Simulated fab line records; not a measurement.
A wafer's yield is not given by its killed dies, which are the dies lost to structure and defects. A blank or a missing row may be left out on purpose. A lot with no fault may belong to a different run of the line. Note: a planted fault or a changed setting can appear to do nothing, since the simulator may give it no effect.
fab line records	flow sky130
record lots=12	wafers=36	last_day=50
route steps=708 shown CONTACT@424 METAL1@440 PAD_OPEN@708
lots untouched by any fault: they come from a run of this same line in which no faults occurred
start_h: start of the lot's first displayed wafer, in hours after the record's first day	wait_h: how many hours have passed since the lot's step before this one	" identical to the entry in the row above	L1.1+2: a row that stands for several wafers	- no value present, or no start provided	* or withheld: withheld	< > ~ a bound
route shown NAME@n: names a module that has steps shown in the file, with the first one's number in the route	usual: mean/standard deviation of fault-free wafers	same: alike in all rows	chamber/n: place in a boat	sites: each site's reading	_std_site: their standard deviation	_edge_site: outer sites' mean less inner sites'	radius_mm: for every site, how far away it sits from the centre of the wafer	mask NAME#n: copy n	behind: the most recent tool/chamber to have shaped the wafer	hold: why the lot was held/for how many hours/how that ended	device: names the non-switching transistor (n, p or np)	end of line: tests of these same wafers at the route's end	for a step that has no rows: nothing shown but its recipe	killed: dies that structure and defects cost at the first sort, which is not the same as the wafer's yield	map: the dies of a wafer, with x for killed, . for not killed, _ for no die there
set.NAME: setting as actually run; set.NAME@STEP: the setting as run at that earlier step	model.NAME: the simulator's own value behind a step, which no gauge read
a sample of lots followed through the steps of the route, with each step as a table and each wafer as a row
services: from which hour (start_h, from the record's first day; less than 0 if before it) a tool's chamber was out of use, for how many hours, and why
## steps
# step SKY_CONTACT_ETCH_18
# recipe target=Si3N4	chemistry=CHF3/O2	stop_on=TiN	source_w=600	bias_w=200	pressure_mtorr=40	chf3_flow_sccm=50	O2_flow_sccm=5	time_s=39	target_depth_a=750
# usual drypump_motor_current_A=5.7/0.39	oes_product_au=0.853/0.0075	throttle_valve_pct=8.792/0.0089
lot.wafer	tool	chamber	start_h	wait_h	drypump_motor_current_A	oes_product_au	rf_hours_counter_h	throttle_valve_pct
L663.1	rie_diel-03	1	-	-	6.0	0.850	10	8.784
L663.3	"	0	"	"	5.5	0.844	4	8.799
L663.5	"	2	"	"	5.9	0.857	-	8.811
L665.2	rie_diel-03	3	-	-	6.0	0.836	6	8.769
L665.3	"	1	"	"	6.0	0.853	10	8.786
L665.4	"	0	"	"	5.6	0.853	5	8.789
L666.1	rie_diel-02	1	-	-	5.5	0.851	11	8.799
L666.3	"	0	"	"	5.7	0.856	7	8.787
L666.6	"	1	"	"	5.5	0.847	-	8.812
L667.2	rie_diel-04	2	-	-	6.3	0.866	16	8.802
L667.3	"	3	"	"	5.6	0.855	16	8.795
L667.4	"	0	"	"	5.2	0.847	40	8.792
L668.2	rie_diel-02	1	-	-	5.5	0.857	12	8.787
L668.4	"	0	"	"	5.7	0.857	-	8.796
L668.5	"	2	"	"	5.8	0.852	-	8.790
L670.2	rie_diel-02	0	-	-	5.7	0.842	8	8.787
L670.3	"	2	"	"	5.8	0.844	6	8.786
L670.6	"	0	"	"	5.7	0.852	-	8.799
L672.2	rie_diel-04	1	-	-	4.9	0.850	9	8.793
L672.3	"	3	"	"	5.6	0.855	18	8.783
L672.5	"	3	"	"	5.6	0.855	-	8.788
L675.1	rie_diel-04	2	-	-	6.4	0.854	19	8.794
L675.2	"	1	"	"	4.9	0.860	10	8.806
L675.6	"	2	"	"	6.3	0.862	-	8.795
L679.1	rie_diel-02	3	-	-	5.0	0.844	2	8.788
L679.3	"	0	"	"	5.7	0.853	10	8.802
L679.5	"	3	"	"	5.0	0.857	-	8.805
L678.2	rie_diel-03	2	-	-	5.9	0.847	19	8.785
L678.5	"	1	"	"	6.0	0.846	-	8.785
L678.6	"	2	"	"	5.9	0.853	-	8.780
L685.1	rie_diel-02	0	-	-	5.7	0.849	11	8.803
L685.2	"	3	"	"	5.0	0.838	3	8.780
L685.3	"	2	"	"	5.8	0.844	9	8.799
L686.1	rie_diel-03	3	-	-	6.1	0.854	12	8.781
L686.2	"	0	"	"	5.6	0.856	10	8.804
L686.5	"	0	"	"	5.6	0.853	-	8.802
# step SKY_METAL1_THK_MEAS_06
# recipe thk_meas_gauge=xrf	reads=AlCu_of_METAL1_SPUTTER_02
# usual METAL1_ALCU_THK=251.7/2.8
lot.wafer	tool	chamber	start_h	wait_h	METAL1_ALCU_THK[nm]
L663.1	film_metro-04	-	726.70	0.1	250.5
L663.3	"	-	"	"	254.7
L663.5	"	-	"	"	253.0
L665.2	film_metro-02	-	747.09	0.1	252.5
L665.3	"	-	"	"	251.1
L665.4	"	-	"	"	250.8
L666.1	film_metro-03	-	750.62	0.1	251.7
L666.3	"	-	"	"	250.9
L666.6	"	-	"	"	253.3
L667.2	film_metro-04	-	762.40	0.1	258.0
L667.3	"	-	"	"	252.8
L667.4	"	-	"	"	257.1
L668.2	film_metro-02	-	782.26	0.1	254.6
L668.4	"	-	"	"	255.4
L668.5	"	-	"	"	253.7
L670.2	film_metro-04	-	793.57	0.1	251.2
L670.3	"	-	"	"	251.1
L670.6	"	-	"	"	250.1
L672.2	film_metro-03	-	811.96	0.1	252.8
L672.3	"	-	"	"	247.7
L672.5	"	-	"	"	256.2
L675.1	film_metro-03	-	847.89	0.1	251.1
L675.2	"	-	"	"	249.7
L675.6	"	-	"	"	251.9
L679.1	film_metro-04	-	860.40	0.1	250.5
L679.3	"	-	"	"	251.6
L679.5	"	-	"	"	248.5
L678.2	film_metro-03	-	861.55	0.1	249.2
L678.5	"	-	"	"	246.9
L678.6	"	-	"	"	248.2
L685.1	film_metro-02	-	897.30	0.1	249.4
L685.2	"	-	"	"	247.9
L685.3	"	-	"	"	250.6
L686.1	film_metro-04	-	908.40	0.1	256.4
L686.2	"	-	"	"	251.7
L686.5	"	-	"	"	252.1
# step SKY_METAL1_COAT_10
# recipe resist=KrF-thick	spin_rpm=3000	resist_thk_nm=450
# usual spin_speed_rpm=3000.1/1.9
lot.wafer	tool	chamber	start_h	wait_h	spin_speed_rpm
L663.1	litho_track-03	0	740	-	2998.7
L663.3	"	0	"	"	2997.8
L663.5	"	0	"	"	2996.4
L665.2	litho_track-03	0	759	-	3000.0
L665.3	"	0	"	"	2999.6
L665.4	"	0	"	"	2997.5
L666.1	litho_track-02	0	763	-	2999.2
L666.3	"	0	"	"	3004.7
L666.6	"	0	"	"	2999.2
L667.2	litho_track-02	0	775	-	3000.0
L667.3	"	0	"	"	3002.5
L667.4	"	0	"	"	3002.1
L668.2	litho_track-01	0	795	-	3001.0
L668.4	"	0	"	"	3001.8
L668.5	"	0	"	"	2998.5
L670.2	litho_track-01	0	806	-	3001.0
L670.3	"	0	"	"	3002.0
L670.6	"	0	"	"	2997.8
L672.2	litho_track-03	0	825	-	2997.9
L672.3	"	0	"	"	2999.2
L672.5	"	0	"	"	2999.0
L675.1	litho_track-01	0	860	-	3000.7
L675.2	"	0	"	"	3000.0
L675.6	"	0	"	"	2998.6
L679.1	litho_track-03	0	872	-	2855.5
L679.3	"	0	"	"	2854.1
L679.5	"	0	"	"	2854.8
L678.2	litho_track-03	0	873	-	2855.5
L678.5	"	0	"	"	2854.2
L678.6	"	0	"	"	2854.3
L685.1	litho_track-01	0	910	-	3003.3
L685.2	"	0	"	"	3000.0
L685.3	"	0	"	"	3002.4
L686.1	litho_track-02	0	920	-	2997.3
L686.2	"	0	"	"	2999.6
L686.5	"	0	"	"	2998.7
# step SKY_METAL1_DESCUM_17
# recipe chemistry=O2	source_power_w=150	bias_power_w=0	pressure_mtorr=10	temp_c=40	time_s=8
# usual drypump_motor_current_A=5.9/0.55	oes_product_au=1.002/0.014
lot.wafer	tool	chamber	start_h	wait_h	drypump_motor_current_A	oes_product_au	rf_hours_counter_h
L663.1	rie_metal-01	1	753.82	0.0	6.2	0.986	7
L663.3	"	0	"	"	6.3	1.017	-
L663.5	"	1	"	"	6.2	0.991	-
L665.2	rie_metal-04	0	773.82	0.0	6.4	0.992	12
L665.3	"	0	"	"	6.4	0.992	-
L665.4	"	1	"	"	4.9	1.009	-
L666.1	rie_metal-03	0	777.13	0.0	5.5	1.026	14
L666.3	"	0	"	"	5.5	1.010	-
L666.6	"	1	"	"	5.0	1.027	-
L667.2	rie_metal-01	0	789.03	0.0	6.2	1.018	15
L667.3	"	0	"	"	6.2	1.019	-
L667.4	"	1	"	"	6.3	0.994	-
L668.2	rie_metal-01	1	808.68	0.0	6.2	0.992	-
L668.4	"	1	"	"	6.2	1.001	-
L668.5	"	1	"	"	6.3	1.006	-
L670.2	rie_metal-01	1	819.74	0.0	6.3	0.986	-
L670.3	"	1	"	"	6.3	0.996	-
L670.6	"	1	"	"	6.3	0.991	-
L672.2	rie_metal-01	1	838.38	0.0	6.3	0.995	11
L672.3	"	1	"	"	6.3	1.005	-
L672.5	"	1	"	"	6.3	0.986	-
L675.1	rie_metal-01	1	873.47	0.0	6.2	0.991	12
L675.2	"	0	"	"	6.3	1.004	2
L675.6	"	0	"	"	6.2	1.014	-
L679.1	rie_metal-03	0	887.03	0.0	5.5	0.979	3
L679.3	"	0	"	"	5.5	0.983	-
L679.5	"	0	"	"	5.6	0.975	-
L678.2	rie_metal-01	1	887.77	0.0	6.2	0.990	12
L678.5	"	1	"	"	6.2	0.992	-
L678.6	"	0	"	"	6.3	1.008	-
L685.1	rie_metal-01	1	923.02	0.0	6.3	0.987	14
L685.2	"	0	"	"	6.2	1.007	4
L685.3	"	0	"	"	6.3	1.006	-
L686.1	rie_metal-01	1	933.13	0.0	6.3	0.977	14
L686.2	"	0	"	"	6.3	1.001	4
L686.5	"	1	"	"	6.3	0.980	-
# step SKY_PAD_OPEN_PROBE_99
# usual defect_limited_yield=82.5/1.9	killed_at_M0_to_M3=44/7.3	killed_at_M4_up=3.1/1.9	killed_at_contacts=24/5.3	killed_at_front_end=15/4	killed_at_other=0.4/0.6	killed_dies=86/9.2	killed_open=47/6.9	killed_short=39/6.9	sort_bin_3_pad_short=0.8/0.41	sort_bin_5_function=10.6/1.5	sort_bin_6_memory=6.1/1.1	sort_n_pass=406/9.2	sort_yield_pct=82.5/1.9
# same gross_dies=492	killed_at_back_side=0	sort_bin_4_leakage[%]=0	sort_bin_8_speed[%]=0
lot.wafer	tool	chamber	start_h	wait_h	defect_limited_yield[%]	killed_at_M0_to_M3	killed_at_M4_up	killed_at_contacts	killed_at_front_end	killed_at_other	killed_dies	killed_open	killed_short	sort_bin_3_pad_short[%]	sort_bin_5_function[%]	sort_bin_6_memory[%]	sort_n_pass	sort_yield_pct[%]
L668.2	prober-01	-	1110.66	0.1	83.1	43	0	27	12	1	83	46	36	1.2	9.8	5.9	409	83.1
L668.4	prober-01	-	1110.76	0.2	80.3	46	3	26	22	0	97	56	41	1.0	12.6	6.1	395	80.3
L668.5	prober-01	-	1110.81	0.2	80.3	50	0	28	17	2	97	53	43	0.6	12.2	6.9	395	80.3
L670.2	prober-01	-	1116.21	0.1	82.9	48	3	18	15	0	84	39	45	1.2	10.6	5.3	408	82.9
L670.3	prober-01	-	1116.26	0.2	84.8	38	3	19	15	0	75	30	45	1.2	10.4	3.7	417	84.8
L670.6	prober-01	-	1116.41	0.2	82.7	53	0	21	11	0	85	42	43	0.8	10.8	5.7	407	82.7
L678.2	prober-01	-	1170.45	0.1	82.7	47	2	22	14	0	85	44	41	0.6	10.2	6.5	407	82.7
L678.5	prober-01	-	1170.60	0.2	83.1	49	2	23	9	0	83	50	32	1.0	12.0	3.9	409	83.1
L678.6	prober-01	-	1170.65	0.2	85.0	40	2	17	14	1	74	34	40	1.0	9.8	4.3	418	85.0
# killed by level:class
L668.2 VIA1:geometric_particle:open=9 CONTACT:geometric_particle:open=9 VIA2:geometric_particle:open=8 LI_CONTACT:geometric_particle:open=7 VIA1:geometric_particle:short=6 POLY_GATE:geometric_particle:short=4 LOCAL_INTERCONNECT:geometric_particle:short=4 CONTACT:geometric_particle:short=4
L668.4 VIA1:geometric_particle:open=16 CONTACT:geometric_particle:open=12 FIELD_ISO:geometric_particle:open=8 CONTACT:geometric_particle:short=6 VIA2:geometric_particle:short=6 POLY_GATE:geometric_particle:open=4 POLY_GATE:geometric_particle:short=4 LI_CONTACT:geometric_particle:open=4
L668.5 VIA1:geometric_particle:open=17 LI_CONTACT:geometric_particle:open=12 POLY_GATE:geometric_particle:open=7 CONTACT:geometric_particle:open=6 VIA1:geometric_particle:short=6 METAL3:geometric_particle:short=5 METAL1:geometric_particle:short=5 VIA3:geometric_particle:open=5
L670.2 VIA3:geometric_particle:open=11 METAL1:geometric_particle:short=6 VIA1:geometric_particle:short=6 LOCAL_INTERCONNECT:geometric_particle:short=5 VIA1:geometric_particle:open=5 FIELD_ISO:geometric_particle:short=4 POLY_GATE:geometric_particle:short=4 CONTACT:geometric_particle:open=4
L670.3 LI_CONTACT:geometric_particle:open=8 POLY_GATE:geometric_particle:short=7 VIA2:geometric_particle:open=7 METAL2:geometric_particle:short=6 LOCAL_INTERCONNECT:geometric_particle:short=5 CONTACT:geometric_particle:short=5 VIA1:geometric_particle:short=5 VIA2:geometric_particle:short=5
L670.6 VIA1:geometric_particle:open=12 METAL1:geometric_particle:short=11 LI_CONTACT:geometric_particle:open=8 CONTACT:geometric_particle:open=7 METAL2:geometric_particle:short=7 VIA3:geometric_particle:short=6 VIA2:geometric_particle:open=5 SPACER:geometric_particle:short=4
L678.2 VIA1:geometric_particle:open=10 CONTACT:geometric_particle:short=9 VIA2:geometric_particle:open=9 LI_CONTACT:geometric_particle:open=6 CONTACT:geometric_particle:open=6 VIA1:geometric_particle:short=5 POLY_CUT:geometric_particle:short=4 METAL2:geometric_particle:short=4
L678.5 VIA1:geometric_particle:open=11 CONTACT:geometric_particle:open=10 VIA2:geometric_particle:open=8 VIA1:geometric_particle:short=8 VIA3:geometric_particle:open=6 LI_CONTACT:geometric_particle:open=6 METAL2:geometric_particle:short=5 LI_CONTACT:geometric_particle:short=4
L678.6 VIA1:geometric_particle:open=7 VIA2:geometric_particle:open=6 LI_CONTACT:geometric_particle:open=5 VIA3:geometric_particle:open=5 FIELD_ISO:geometric_particle:short=4 METAL3:geometric_particle:short=4 FIELD_ISO:geometric_particle:open=4 METAL1:geometric_particle:short=4
## services
tool	chamber	start_h	hours	kind
rie_diel-03	1	714.84	3.3	repair
rie_diel-03	-	735.44	2.8	pm
rie_diel-02	0	745.58	2.7	repair
rie_diel-02	-	745.63	2.8	pm
rie_diel-02	3	769.44	-	clean
rie_diel-02	3	769.44	30.4	scheduled_down
rie_diel-02	3	769.44	30.4	vent_cycle
rie_metal-03	0	779.27	5.3	repair
rie_metal-01	-	786.32	1.4	pm
rie_diel-04	3	794.51	2.0	repair
rie_diel-04	0	796.47	-	clean
rie_diel-04	0	796.47	24.7	scheduled_down
rie_diel-04	0	796.47	24.7	vent_cycle
rie_metal-01	0	803.42	-	clean
rie_metal-01	0	803.42	20.4	scheduled_down
rie_metal-01	0	803.42	20.4	vent_cycle
rie_diel-04	-	810.06	14.6	pm
rie_metal-01	1	821.79	3.8	repair
rie_diel-04	3	829.81	7.0	repair
rie_metal-01	-	835.37	2.6	repair
rie_diel-03	0	841.52	8.3	repair
rie_diel-03	0	853.35	13.6	repair
rie_metal-03	0	866.50	4.0	repair
rie_diel-03	1	929.94	2.6	repair
## key
first_sign step=SKY_METAL1_COAT_10	reading=spin_speed_rpm	direction=down	sigmas=77	usual=3000.1	struck=2854.7
effect none on later readings
met_at SKY_METAL1_COAT_10
struck_lots L678,L679
not_acting_at SKY_CONTACT_ETCH_18,SKY_METAL1_THK_MEAS_06,SKY_METAL1_DESCUM_17
onset_between 825 872
fault kind=process_parameter_drift	tool=litho_track-03	chamber=-	onset_h=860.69	steps=SKY_METAL1_COAT_10	channel=spin_rpm	offset=-144.78	shape=step	end_h=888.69	acts_in=these_recipes_only	stated=3000
